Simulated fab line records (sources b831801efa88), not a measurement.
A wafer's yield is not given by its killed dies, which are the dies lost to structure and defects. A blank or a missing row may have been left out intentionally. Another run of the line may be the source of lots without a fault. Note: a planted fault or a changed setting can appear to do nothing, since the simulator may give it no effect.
Which tool was responsible? || flow sfq_line || 13 lots with 37 wafers sampled at 3 steps, on a route of 325 steps

== WHAT EACH GAUGE READ, for each wafer ==
The record lacks any reading of a measuring or inspecting step that a usual standard deviation could be used to judge.

== WHAT TOOL EACH LOT RAN ON (gives the tool, then ch and the chambers of the sampled wafers, and finally the start) ==
{"lot": "L962", "SFQ_TRILAYER_I4_CMP_CMP_100": "cmp-01 ch 0,1,2, day 43 08:59", "SFQ_TRILAYER_I4_METRO_MEASURE_101": "film_metro-02, day 43 11:06", "SFQ_TRILAYER_I4_VIA_ETCH_VIA_ETCH_106": "rie_diel-01 ch 2,3, day 43 14:37"}
{"lot": "L963", "SFQ_TRILAYER_I4_CMP_CMP_100": "cmp-02 ch 1,2, day 43 12:57", "SFQ_TRILAYER_I4_METRO_MEASURE_101": "film_metro-03, day 43 16:04", "SFQ_TRILAYER_I4_VIA_ETCH_VIA_ETCH_106": "rie_diel-03 ch 0,1,2, day 43 19:43"}
{"lot": "L964", "SFQ_TRILAYER_I4_CMP_CMP_100": "cmp-02 ch 1,2, day 43 18:57", "SFQ_TRILAYER_I4_METRO_MEASURE_101": "film_metro-03, day 43 22:28", "SFQ_TRILAYER_I4_VIA_ETCH_VIA_ETCH_106": "rie_diel-01 ch 0,1, day 50 07:17"}
{"lot": "L965", "SFQ_TRILAYER_I4_CMP_CMP_100": "cmp-02 ch 0,3, day 44 15:57", "SFQ_TRILAYER_I4_METRO_MEASURE_101": "film_metro-01, day 44 19:16", "SFQ_TRILAYER_I4_VIA_ETCH_VIA_ETCH_106": "rie_diel-01 ch 0,1, day 51 05:08"}
{"lot": "L966", "SFQ_TRILAYER_I4_CMP_CMP_100": "cmp-01 ch 1,2,3, day 45 00:16", "SFQ_TRILAYER_I4_METRO_MEASURE_101": "film_metro-01, day 45 02:23", "SFQ_TRILAYER_I4_VIA_ETCH_VIA_ETCH_106": "rie_diel-03 ch 1,2, day 51 09:56"}
{"lot": "L968", "SFQ_TRILAYER_I4_CMP_CMP_100": "cmp-02 ch 1,3, day 46 04:27", "SFQ_TRILAYER_I4_METRO_MEASURE_101": "film_metro-02, day 46 07:16", "SFQ_TRILAYER_I4_VIA_ETCH_VIA_ETCH_106": "rie_diel-01 ch 0,2, day 52 03:56"}
{"lot": "L970", "SFQ_TRILAYER_I4_CMP_CMP_100": "cmp-02 ch 0,1,3, day 47 07:43", "SFQ_TRILAYER_I4_METRO_MEASURE_101": "film_metro-01, day 47 10:50", "SFQ_TRILAYER_I4_VIA_ETCH_VIA_ETCH_106": "rie_diel-01 ch 0,2,3, day 52 19:32"}
{"lot": "L971", "SFQ_TRILAYER_I4_CMP_CMP_100": "cmp-01 ch 1,2,3, day 47 10:45", "SFQ_TRILAYER_I4_METRO_MEASURE_101": "film_metro-03, day 47 13:52", "SFQ_TRILAYER_I4_VIA_ETCH_VIA_ETCH_106": "rie_diel-01 ch 0,2, day 53 00:20"}
{"lot": "L974", "SFQ_TRILAYER_I4_CMP_CMP_100": "cmp-02 ch 0,1,3, day 48 08:50", "SFQ_TRILAYER_I4_METRO_MEASURE_101": "film_metro-03, day 48 11:27", "SFQ_TRILAYER_I4_VIA_ETCH_VIA_ETCH_106": "rie_diel-01 ch 1,2, day 54 00:27"}
{"lot": "L977", "SFQ_TRILAYER_I4_CMP_CMP_100": "cmp-02 ch 0, day 49 06:20", "SFQ_TRILAYER_I4_METRO_MEASURE_101": "film_metro-03, day 49 08:27", "SFQ_TRILAYER_I4_VIA_ETCH_VIA_ETCH_106": "rie_diel-01 ch 3, day 55 01:25"}
{"lot": "L981", "SFQ_TRILAYER_I4_CMP_CMP_100": "cmp-01 ch 0,2,3, day 50 02:45", "SFQ_TRILAYER_I4_METRO_MEASURE_101": "film_metro-02, day 50 05:04", "SFQ_TRILAYER_I4_VIA_ETCH_VIA_ETCH_106": "rie_diel-02 ch 1,2, day 55 21:56"}
{"lot": "L984", "SFQ_TRILAYER_I4_CMP_CMP_100": "cmp-01 ch 0,1,3, day 51 08:15", "SFQ_TRILAYER_I4_METRO_MEASURE_101": "film_metro-03, day 51 10:52", "SFQ_TRILAYER_I4_VIA_ETCH_VIA_ETCH_106": "rie_diel-03 ch 0,3, day 57 11:16"}
{"lot": "L985", "SFQ_TRILAYER_I4_CMP_CMP_100": "cmp-02 ch 1,2,3, day 51 21:36", "SFQ_TRILAYER_I4_METRO_MEASURE_101": "film_metro-01, day 52 00:43", "SFQ_TRILAYER_I4_VIA_ETCH_VIA_ETCH_106": "rie_diel-01 ch 0,1,2, day 58 02:52"}
- SFQ_TRILAYER_I4_CMP_CMP_100: polishes SiO2.
- SFQ_TRILAYER_I4_METRO_MEASURE_101
- SFQ_TRILAYER_I4_VIA_ETCH_VIA_ETCH_106: etches SiO2 in CHF3, stops on Nb, target depth 260 nm.

== WHAT THE TOOLS THEMSELVES READ (means of the sampled wafers that have a number; where no wafer has one, the mark that the record gives instead) ==
SFQ_TRILAYER_I4_CMP_CMP_100.
{"lot": "L962", "tool": "cmp-01", "motor_current_A (A)": 10.0, "time_to_endpoint_s (s)": 213}
{"lot": "L963", "tool": "cmp-02", "motor_current_A (A)": 10.7, "time_to_endpoint_s (s)": 212}
{"lot": "L964", "tool": "cmp-02", "motor_current_A (A)": 10.9, "time_to_endpoint_s (s)": 214}
{"lot": "L965", "tool": "cmp-02", "motor_current_A (A)": 9.5, "time_to_endpoint_s (s)": 209}
{"lot": "L966", "tool": "cmp-01", "motor_current_A (A)": 9.3, "time_to_endpoint_s (s)": 217}
{"lot": "L968", "tool": "cmp-02", "motor_current_A (A)": 9.3, "time_to_endpoint_s (s)": 218}
{"lot": "L970", "tool": "cmp-02", "motor_current_A (A)": 9.7, "time_to_endpoint_s (s)": 209}
{"lot": "L971", "tool": "cmp-01", "motor_current_A (A)": 9.7, "time_to_endpoint_s (s)": 215}
{"lot": "L974", "tool": "cmp-02", "motor_current_A (A)": 9.5, "time_to_endpoint_s (s)": 210}
{"lot": "L977", "tool": "cmp-02", "motor_current_A (A)": 10.2, "time_to_endpoint_s (s)": 204}
{"lot": "L981", "tool": "cmp-01", "motor_current_A (A)": 11.4, "time_to_endpoint_s (s)": 213}
{"lot": "L984", "tool": "cmp-01", "motor_current_A (A)": 10.0, "time_to_endpoint_s (s)": 220}
{"lot": "L985", "tool": "cmp-02", "motor_current_A (A)": 10.1, "time_to_endpoint_s (s)": 211}

SFQ_TRILAYER_I4_METRO_MEASURE_101.
{"lot": "L962", "tool": "film_metro-02", "thk_nm (nm)": 200.2}
{"lot": "L963", "tool": "film_metro-03", "thk_nm (nm)": 200.2}
{"lot": "L964", "tool": "film_metro-03", "thk_nm (nm)": 200.0}
{"lot": "L965", "tool": "film_metro-01", "thk_nm (nm)": 199.2}
{"lot": "L966", "tool": "film_metro-01", "thk_nm (nm)": 201.7}
{"lot": "L968", "tool": "film_metro-02", "thk_nm (nm)": 199.5}
{"lot": "L970", "tool": "film_metro-01", "thk_nm (nm)": 199.7}
{"lot": "L971", "tool": "film_metro-03", "thk_nm (nm)": 200.6}
{"lot": "L974", "tool": "film_metro-03", "thk_nm (nm)": 194.8}
{"lot": "L977", "tool": "film_metro-03", "thk_nm (nm)": 200.2}
{"lot": "L981", "tool": "film_metro-02", "thk_nm (nm)": 201.1}
{"lot": "L984", "tool": "film_metro-03", "thk_nm (nm)": 201.0}
{"lot": "L985", "tool": "film_metro-01", "thk_nm (nm)": 199.6}

SFQ_TRILAYER_I4_VIA_ETCH_VIA_ETCH_106.
{"lot": "L962", "tool": "rie_diel-01", "drypump_motor_current_A (A)": 5.8, "oes_product_au (a.u.)": 0.853}
{"lot": "L963", "tool": "rie_diel-03", "drypump_motor_current_A (A)": 5.4, "oes_product_au (a.u.)": 0.854}
{"lot": "L964", "tool": "rie_diel-01", "drypump_motor_current_A (A)": 5.9, "oes_product_au (a.u.)": 0.857}
{"lot": "L965", "tool": "rie_diel-01", "drypump_motor_current_A (A)": 5.9, "oes_product_au (a.u.)": 0.852}
{"lot": "L966", "tool": "rie_diel-03", "drypump_motor_current_A (A)": 5.6, "oes_product_au (a.u.)": 0.860}
{"lot": "L968", "tool": "rie_diel-01", "drypump_motor_current_A (A)": 6.2, "oes_product_au (a.u.)": 0.854}
{"lot": "L970", "tool": "rie_diel-01", "drypump_motor_current_A (A)": 6.0, "oes_product_au (a.u.)": 0.857}
{"lot": "L971", "tool": "rie_diel-01", "drypump_motor_current_A (A)": 6.0, "oes_product_au (a.u.)": 0.851}
{"lot": "L974", "tool": "rie_diel-01", "drypump_motor_current_A (A)": 5.2, "oes_product_au (a.u.)": 0.842}
{"lot": "L977", "tool": "rie_diel-01", "drypump_motor_current_A (A)": 5.9, "oes_product_au (a.u.)": 0.859}
{"lot": "L981", "tool": "rie_diel-02", "drypump_motor_current_A (A)": 5.6, "oes_product_au (a.u.)": 0.855}
{"lot": "L984", "tool": "rie_diel-03", "drypump_motor_current_A (A)": 4.8, "oes_product_au (a.u.)": 0.857}
{"lot": "L985", "tool": "rie_diel-01", "drypump_motor_current_A (A)": 5.7, "oes_product_au (a.u.)": 0.851}

== THE ANSWER, worked out from the rows above alone ==
Rule: the lots themselves supply what counts as usual. Put in order of their means at a reading, lots are off if they are a third of the lots or fewer, leave a main group of 4 or more, and stand apart from it by a gap of 3 or more times the standard deviation of the main group's means; of several such gaps the widest counts. If all means in a main group match to the digits the tables above print for the reading, that group is not used. Also off: a lot with no number at a reading for which 4 or more lots have one. The other lots that the step has rows for count as sound. The gauges are gone through in route order, then the tools' own readings, and for those a lot's mean is taken as printed above. At the first step where some lot is off, the reading lying furthest off is the one used; lots without a number count as furthest.
Off, at SFQ_TRILAYER_I4_METRO_MEASURE_101 on thk_nm: L974. For the main group the mean is 200.2 nm and the standard deviation 0.71.
A tool fits if, at that step or a process step before it, it ran every lot that is off, and no sound lot after the first of them. No candidate that was tried fits.

== WHAT THE SIMULATOR HAD INSERTED ==
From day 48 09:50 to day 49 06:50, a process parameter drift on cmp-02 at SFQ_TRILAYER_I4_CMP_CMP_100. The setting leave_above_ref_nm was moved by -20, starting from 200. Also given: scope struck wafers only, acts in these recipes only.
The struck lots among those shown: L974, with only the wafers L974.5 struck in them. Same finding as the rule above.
